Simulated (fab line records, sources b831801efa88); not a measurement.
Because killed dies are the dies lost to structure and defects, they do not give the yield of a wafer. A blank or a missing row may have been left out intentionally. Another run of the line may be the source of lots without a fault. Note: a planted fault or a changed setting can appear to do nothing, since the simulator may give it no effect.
Which tool is to blame? | flow sky130 | 12 lots with 36 wafers sampled at 6 steps, on a route of 708 steps

WHAT THE GAUGES SHOWED, per wafer
SKY_LDD_HVP_OVL_MEAS_07. Usual: LDD_HVP_OVL typically reads 0.5 nm, with standard deviation 1.3.
lot  | measured     | on         | LDD_HVP_OVL (nm) | flag
L331 | day 22 00:04 | overlay-02 | -0.8 0.5 0.1     |
L332 | day 22 12:28 | overlay-01 | 0.1 0.6 0.7      |
L334 | day 23 22:40 | overlay-02 | 0.6 -2.5 0.5     |
L336 | day 24 16:10 | overlay-01 | 0.1 0.5 0.1      |
L337 | day 24 22:13 | overlay-01 | 0.3 -3.0 -1.2    |
L338 | day 25 10:43 | overlay-01 | -0.5 0.6 -1.5    |
L339 | day 25 14:49 | overlay-02 | -0.1 0.8 0.5     |
L340 | day 26 07:40 | overlay-02 | -2.1 0.3 -2.0    |
L341 | day 26 10:07 | overlay-01 | 2.2 0.9 1.8      |
L346 | day 27 16:49 | overlay-02 | 1.9 0.8 2.2      |
L348 | day 28 03:07 | overlay-01 | 2.0 -0.3 1.3     |
L350 | day 28 18:28 | overlay-01 | 0.5 0.2 -0.6     |

SKY_SD_N_RS_MEAS_16: measurement is done with a four-point probe. Usual: SD_N_RS typically reads 68.50 ohm/sq, with standard deviation 0.14.
lot  | measured     | on            | SD_N_RS (ohm/sq)  | flag
L331 | day 28 17:37 | film-metro-04 | 68.65 68.80 68.67 |
L332 | day 28 20:49 | film-metro-01 | 68.31 68.33 68.33 |
L334 | day 30 01:59 | film-metro-01 | 68.46 68.43 68.28 |
L336 | day 30 17:11 | film-metro-01 | 68.46 68.29 68.43 |
L337 | day 30 23:44 | film-metro-04 | 68.99 68.67 68.67 |
L338 | day 31 11:33 | film-metro-02 | 68.36 68.33 68.51 |
L339 | day 31 15:38 | film-metro-01 | 68.40 68.51 68.61 |
L340 | day 32 07:32 | film-metro-02 | 68.46 68.37 68.47 |
L341 | day 32 09:10 | film-metro-02 | 68.56 68.60 68.48 |
L346 | day 33 13:17 | film-metro-04 | 71.29 71.40 71.38 | OFF
L348 | day 33 23:10 | film-metro-02 | 71.17 71.10 71.26 | OFF
L350 | day 34 11:22 | film-metro-02 | 71.13 70.98 71.23 | OFF

SKY_SD_N_RS_MEAS_17: measurement is done with a four-point probe. Usual: SD_P_RS typically reads 147.0 ohm/sq, with standard deviation 0.43.
lot  | measured     | on            | SD_P_RS (ohm/sq)  | flag
L331 | day 28 17:44 | film-metro-04 | 147.1 147.3 147.2 |
L332 | day 28 20:56 | film-metro-01 | 146.3 146.2 146.3 |
L334 | day 30 02:07 | film-metro-01 | 146.8 146.5 146.6 |
L336 | day 30 17:19 | film-metro-01 | 147.2 146.6 147.2 |
L337 | day 30 23:52 | film-metro-04 | 147.7 147.6 147.5 |
L338 | day 31 11:40 | film-metro-02 | 146.4 146.8 147.0 |
L339 | day 31 15:45 | film-metro-01 | 146.7 146.6 147.3 |
L340 | day 32 07:40 | film-metro-02 | 147.5 146.7 147.4 |
L341 | day 32 09:17 | film-metro-02 | 147.1 147.2 147.1 |
L346 | day 33 13:25 | film-metro-04 | 162.4 162.6 162.8 | OFF
L348 | day 33 23:17 | film-metro-02 | 161.9 162.2 162.2 | OFF
L350 | day 34 11:29 | film-metro-02 | 162.0 162.4 162.5 | OFF

SKY_LI_CONTACT_OVL_MEAS_13. Usual: LI_CONTACT_OVL typically reads -6 nm, with standard deviation 5.5.
lot  | measured     | on         | LI_CONTACT_OVL (nm) | flag
L331 | day 29 21:48 | overlay-01 | -18 -3 -17          |
L332 | day 30 01:34 | overlay-01 | -10 -14 -10         |
L334 | day 31 06:28 | overlay-01 | 0 -3 5              |
L336 | day 31 21:07 | overlay-01 | -9 -7 -13           |
L337 | day 32 03:52 | overlay-01 | -3 8 -11            |
L338 | day 32 14:57 | overlay-02 | 1 5 0               |
L339 | day 32 19:35 | overlay-02 | -9 -13 -4           |
L340 | day 33 11:07 | overlay-02 | -10 -12 -9          |
L341 | day 33 12:53 | overlay-01 | -6 -15 -12          |
L346 | day 34 15:25 | overlay-01 | -4 0 -11            |
L348 | day 35 01:26 | overlay-02 | -5 -4 -6            |
L350 | day 35 11:32 | overlay-02 | -6 -7 -6            |

TOOL THAT RAN EACH LOT (tool first, then ch and the chambers of the sampled wafers, then the start)
lot  | SKY_POLY_CUT_ETCH_10               | SKY_SD_N_RTA_14
L331 | rie-diel-03 ch 0,2,3, day 25 01:49 | rtp-anneal-02 ch 0, day 28 17:26
L332 | rie-diel-03 ch 0,2,3, day 25 05:25 | rtp-anneal-01 ch 0, day 28 20:38
L334 | rie-diel-03 ch 1,2,3, day 26 11:29 | rtp-anneal-02 ch 0, day 30 01:49
L336 | rie-diel-04 ch 1,3, day 27 04:53   | rtp-anneal-01 ch 0, day 30 17:01
L337 | rie-diel-04 ch 1,3, day 27 11:04   | rtp-anneal-02 ch 0, day 30 23:34
L338 | rie-diel-04 ch 0,2,3, day 27 23:07 | rtp-anneal-01 ch 0, day 31 11:23
L339 | rie-diel-02 ch 0,3, day 28 04:25   | rtp-anneal-02 ch 0, day 31 15:26
L340 | rie-diel-03 ch 1,2, day 28 20:01   | rtp-anneal-01 ch 0, day 32 07:21
L341 | rie-diel-04 ch 0,2,3, day 28 21:52 | rtp-anneal-02 ch 0, day 32 09:00
L346 | rie-diel-03 ch 0,2,3, day 30 03:31 | rtp-anneal-01 ch 0, day 33 13:07
L348 | rie-diel-04 ch 0,1,3, day 30 13:46 | rtp-anneal-01 ch 0, day 33 23:00
L350 | rie-diel-03 ch 2,3, day 31 03:16   | rtp-anneal-01 ch 0, day 34 11:10
- SKY_POLY_CUT_ETCH_10: etches BARC in N2/H2, stops on SiO2, time 45.9 s, target depth 60 nm.
- SKY_SD_N_RTA_14: time 2 s.

WHAT THE TOOLS THEMSELVES READ (means of the sampled wafers that have a number; where no wafer has one, the mark that the record gives instead)
SKY_POLY_CUT_ETCH_10. Usual: drypump-motor-current-A 6.1 A, standard deviation 0.31; oes-product-au 0.854 a.u., standard deviation 0.0044; throttle-valve-pct 13.225 %, standard deviation 0.0088.
lot  | tool        | drypump-motor-current-A (A) | oes-product-au (a.u.) | throttle-valve-pct (%) | flag
L331 | rie-diel-03 | 6.1                         | 0.854                 | 13.232                 |
L332 | rie-diel-03 | 6.1                         | 0.852                 | 13.224                 |
L334 | rie-diel-03 | 6.3                         | 0.853                 | 13.234                 |
L336 | rie-diel-04 | 6.2                         | 0.854                 | 13.224                 |
L337 | rie-diel-04 | 6.3                         | 0.855                 | 13.222                 |
L338 | rie-diel-04 | 6.1                         | 0.852                 | 13.226                 |
L339 | rie-diel-02 | 5.9                         | 0.860                 | 13.218                 |
L340 | rie-diel-03 | 6.3                         | 0.853                 | 13.209                 |
L341 | rie-diel-04 | 6.2                         | 0.858                 | 13.225                 |
L346 | rie-diel-03 | 6.2                         | 0.859                 | 13.226                 |
L348 | rie-diel-04 | 5.9                         | 0.855                 | 13.219                 |
L350 | rie-diel-03 | 6.3                         | 0.856                 | 13.221                 |

SKY_SD_N_RTA_14. Usual: lamp-power-pct 15.73 %, standard deviation 0.047; ramp-down-c-per-s 89.999, standard deviation 0.017; wafer_temp_C_max 1078.3, standard deviation 1.4.
lot  | tool          | lamp-power-pct (%) | ramp-down-c-per-s | wafer_temp_C_max | flag
L331 | rtp-anneal-02 | 15.72              | 90.000            | 1079.6           |
L332 | rtp-anneal-01 | 15.71              | 89.997            | 1078.2           |
L334 | rtp-anneal-02 | 15.75              | 90.004            | 1078.4           |
L336 | rtp-anneal-01 | 15.74              | 89.990            | 1078.6           |
L337 | rtp-anneal-02 | 15.75              | 89.992            | 1078.4           |
L338 | rtp-anneal-01 | 15.75              | 90.002            | 1078.2           |
L339 | rtp-anneal-02 | 15.76              | 90.008            | 1078.5           |
L340 | rtp-anneal-01 | 15.73              | 90.006            | 1080.2           |
L341 | rtp-anneal-02 | 15.70              | 90.006            | 1078.0           |
L346 | rtp-anneal-01 | 15.73              | 90.010            | 1077.9           |
L348 | rtp-anneal-01 | 15.74              | 90.003            | 1077.4           |
L350 | rtp-anneal-01 | 15.76              | 89.996            | 1076.9           |

THE ANSWER, worked out from the rows above alone
Rule: take the mean of a lot's wafers that have a number; if it is more than 3 standard deviations from the usual mean, the lot is off. Also off: a lot with no number at a reading for which 4 or more lots have one. Where the step has rows for the other lots, those lots are counted as sound. The gauges are gone through in route order, then the tools' own readings, and for those a lot's mean is taken as printed above. At the first step where some lot is off, the reading lying furthest off is the one used; lots without a number count as furthest.
Off: L346, L348, L350, seen at SKY_SD_N_RS_MEAS_16 (SD_N_RS).
If a tool, at a process step before that reading, ran all the lots that are off and no sound lot after the first of them, it fits. The gauges at SKY_SD_N_RS_MEAS_16 are tried like those tools. One candidate fits, namely rtp-anneal-01 at SKY_SD_N_RTA_14. A fault onset in the window from L340 (day 32 07:21, its last sound lot) to L346 (day 33 13:07, its first lot off) fits.

WHAT WAS PUT IN BY THE SIMULATOR
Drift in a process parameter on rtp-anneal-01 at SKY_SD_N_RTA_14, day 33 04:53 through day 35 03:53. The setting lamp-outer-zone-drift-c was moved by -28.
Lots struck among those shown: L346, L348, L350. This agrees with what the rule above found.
